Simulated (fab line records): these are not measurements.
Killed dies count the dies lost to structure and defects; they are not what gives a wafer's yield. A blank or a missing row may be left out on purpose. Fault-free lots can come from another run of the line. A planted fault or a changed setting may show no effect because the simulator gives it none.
Struck lot and sound lot, side by side	flow sky130	27 steps out of a route of 708
Sound: wafers L607.1, L607.5, L607.6. Struck: wafers L625.3, L625.6. (L625.4 of the same lot was not struck and is left out.) The cause comes at the end.
For every step that has rows: the tool of each side, followed by ch and its chambers, followed by its first start. Under that, the readings that differ: sound wafers	struck wafers	difference of the means	sigmas: that difference in standard deviations of wafers without a fault.
alike: words and numbers the same on both sides, and readings whose means are apart by under 2 such deviations; not compared: readings that were withheld, readings missing a value for some wafer, numbers with overlapping values and no deviation given by the record, and bounds like >300 which may hide the same value.
Wherever a step has rows on one side only, a row that says differs or no value, or a row with sigmas, the two part there. When numbers do not overlap yet have no deviation, they are printed without sigmas and do not part them. A reading missing from all wafers of one side parts the sides only when that side holds two or more wafers.

first, 3 steps without rows for these wafers: SKY_VIA4_STRIP_14 (strips in post etch residue remover, time 1200 s); SKY_VIA4_CLEAN_15 (cleans in IPA, time 180 s); SKY_VIA4_CLEAN_16 (cleans in O3/DIW).
SKY_VIA4_SPUTTER_17: material TiN, target thk 20 nm, time 80 s.
  struck on pvd_sputter-03, day 48 05:05; sound on pvd_sputter-03, day 43 12:16
  alike: throttle_valve_pct
then, 1 step without rows for these wafers: SKY_VIA4_CVD_18 (deposits W, target thk 505 nm, time 152.14 s).
SKY_VIA4_RS_MEAS_19: the measuring method here is four-point-probe.
  struck on film_metro-04, day 48 05:20; sound on film_metro-01, day 43 12:29
  alike: VIA4_W_RS
SKY_VIA4_THK_MEAS_20: measures by xrf.
  struck on film_metro-04, day 48 05:26; sound on film_metro-01, day 43 12:36
  alike: VIA4_W_THK
SKY_VIA4_CMP_21: polishes, stops on SiO2, t overpolish 25 s, target thk 0 nm.
  sound on cmp-01 ch 1,2, day 43 13:05; struck on cmp-02 ch 0,3, day 48 05:38
  alike: edge_zone_pressure_frac, motor_current_A, overpolish_run_s, time_to_endpoint_s
then, 3 steps without rows for these wafers: SKY_METAL5_SPUTTER_00 (material Ti, target thk 15 nm, time 10 s); SKY_METAL5_SPUTTER_01 (material TiN, target thk 20 nm, time 16.7 s); SKY_METAL5_SPUTTER_02 (material AlCu, target thk 1150 nm, time 61.2 s).
SKY_METAL5_SPUTTER_03: material Ti, target thk 5 nm, time 3.3 s.
  struck on pvd_sputter-01, day 48 05:59; sound on pvd_sputter-03, day 43 13:26
  alike: throttle_valve_pct
SKY_METAL5_SPUTTER_04: material TiN, target thk 70 nm, time 58.3 s.
  struck on pvd_sputter-01, day 48 06:01; sound on pvd_sputter-03, day 43 13:28
reading	sound	struck	difference	sigmas
model.TiN_of_METAL5_SPUTTER_04.thk_nm (nm)	69.31 69.53 69.6	63.11 62.62	-6.62	
  alike: throttle_valve_pct
SKY_METAL5_RS_MEAS_05: the measuring method here is four-point-probe.
  struck on film_metro-02, day 48 06:06; sound on film_metro-03, day 43 13:31
  alike: METAL5_ALCU_RS
SKY_METAL5_THK_MEAS_06: measures by xrf.
  struck on film_metro-02, day 48 06:12; sound on film_metro-03, day 43 13:38
reading	sound	struck	difference	sigmas
METAL5_ALCU_THK (nm)	1154 1151 1157	1179 1186	+28	+2
then, 7 steps without rows for these wafers: SKY_METAL5_DEHYDRATE_07 (time 60 s); SKY_METAL5_HMDS_08 (prime time 60 s); SKY_METAL5_COAT_09 (resist thk 1800 nm); SKY_METAL5_SOFTBAKE_10 (time 60 s); SKY_METAL5_EXPOSE_11 (exposes mask MM5, target cd 1600 nm); SKY_METAL5_PEB_12; SKY_METAL5_DEVELOP_13 (develop time 60 s).
SKY_METAL5_DESCUM_14: chemistry O2, time 11 s.
  sound on rie_metal-01 ch 0,1, day 44 11:46; struck on rie_metal-03 ch 0, day 49 00:12
reading	sound	struck	difference	sigmas
drypump_motor_current_A (A)	6.3 6.0 6.4	5.5 5.4	-0.8	-2
oes_product_au (a.u.)	0.991 1.006 0.992	0.986 0.976	-0.015	-2
  not compared: rf_hours_counter_h
SKY_METAL5_METAL_ETCH_15: etches the open film in Cl2/BCl3, stops on SiO2, target depth 1260 nm, time 252 s.
  sound on rie_metal-01 ch 0,1, day 44 11:48; struck on rie_metal-03 ch 0, day 49 00:24
reading	sound	struck	difference	sigmas
bcl3_flow_sccm (sccm)	30.20 30.03 29.97	29.82 29.73	-0.29	-3
drypump_motor_current_A (A)	6.3 6.0 6.3	5.5 5.5	-0.7	-2
  alike: oes_product_au, throttle_valve_pct
  not compared: rf_hours_counter_h
then, 1 step without rows for these wafers: SKY_METAL5_STRIP_16 (strips in O2/N2).
SKY_METAL5_STRIP_17: strips in post etch residue remover, time 1200 s.
  sound on wet_bench-01 ch 3, day 44 12:08; struck on wet_bench-03 ch 1, day 49 00:52
reading	sound	struck	difference	sigmas
model.TiN_of_METAL5_SPUTTER_04.thk_nm (nm)	68.89 69.11 69.18	62.68 62.2	-6.62	
then, 1 step without rows for these wafers: SKY_METAL5_CLEAN_18 (cleans in IPA, time 180 s).

WHERE THEY PART
First at SKY_METAL5_THK_MEAS_06; last, within this record, at SKY_METAL5_METAL_ETCH_15.

WHY: what had been put in by the simulator
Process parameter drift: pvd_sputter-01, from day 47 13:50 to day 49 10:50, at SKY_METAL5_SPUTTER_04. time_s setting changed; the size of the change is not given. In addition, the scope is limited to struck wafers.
